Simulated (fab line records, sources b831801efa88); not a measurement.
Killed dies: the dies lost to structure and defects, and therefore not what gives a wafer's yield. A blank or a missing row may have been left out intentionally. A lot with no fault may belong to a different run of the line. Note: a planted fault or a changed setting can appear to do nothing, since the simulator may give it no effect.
Matching of chambers ; flow sky130 ; pecvd-01 running SKY_CAP2M_CVD_00: 3 sister chambers
The step deposits SiO2, target thk 15.5 nm. 6 wafers are shown with their chamber, then 12 later ones without.

== WAFERS WITH THEIR CHAMBER ==
wafer;chamber;heaterPowerW (W)
L081.4;1;934
L080.2;1;906
L089.1;2;681
L090.3;0;877
L090.5;2;645
L090.6;0;862

== WAFERS MISSING THEIR CHAMBER ==
wafer;heaterPowerW (W)
L091.2;711
L091.3;926
L091.5;714
L095.1;816
L095.2;901
L095.3;608
L095.4;889
L095.5;817
L095.6;616
L097.1;845
L097.2;602
L097.3;825

== EACH ONE'S CHAMBER ==
wafer;from the rows above;in truth
L091.2;2;2
L091.3;1;1
L091.5;2;2
L095.1;0;0
L095.2;can't be placed: 1 or 0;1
L095.3;2;2
L095.4;can't be placed: 0 or 1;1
L095.5;0;0
L095.6;2;2
L097.1;0;0
L097.2;2;2
L097.3;0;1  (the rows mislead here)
Correctly placed: 9 of 12. Unplaceable from these rows: 2, with the true chamber sitting among the candidates in 2. Wrongly placed: 1.
How it was worked out, from the rows above alone: a wafer's distance from a chamber is the root of the sum, over the readings, of the square of ((its reading less the chamber's mean) divided by the reading's scatter). The wafer belongs to the nearest chamber; if the next one is less than 2 further off, it can't be placed. A chamber's mean is the mean of its shown wafers. The scatter: the root of (the sum of the squares of (reading less its chamber's mean) over the shown wafers, divided by (wafers less chambers)).
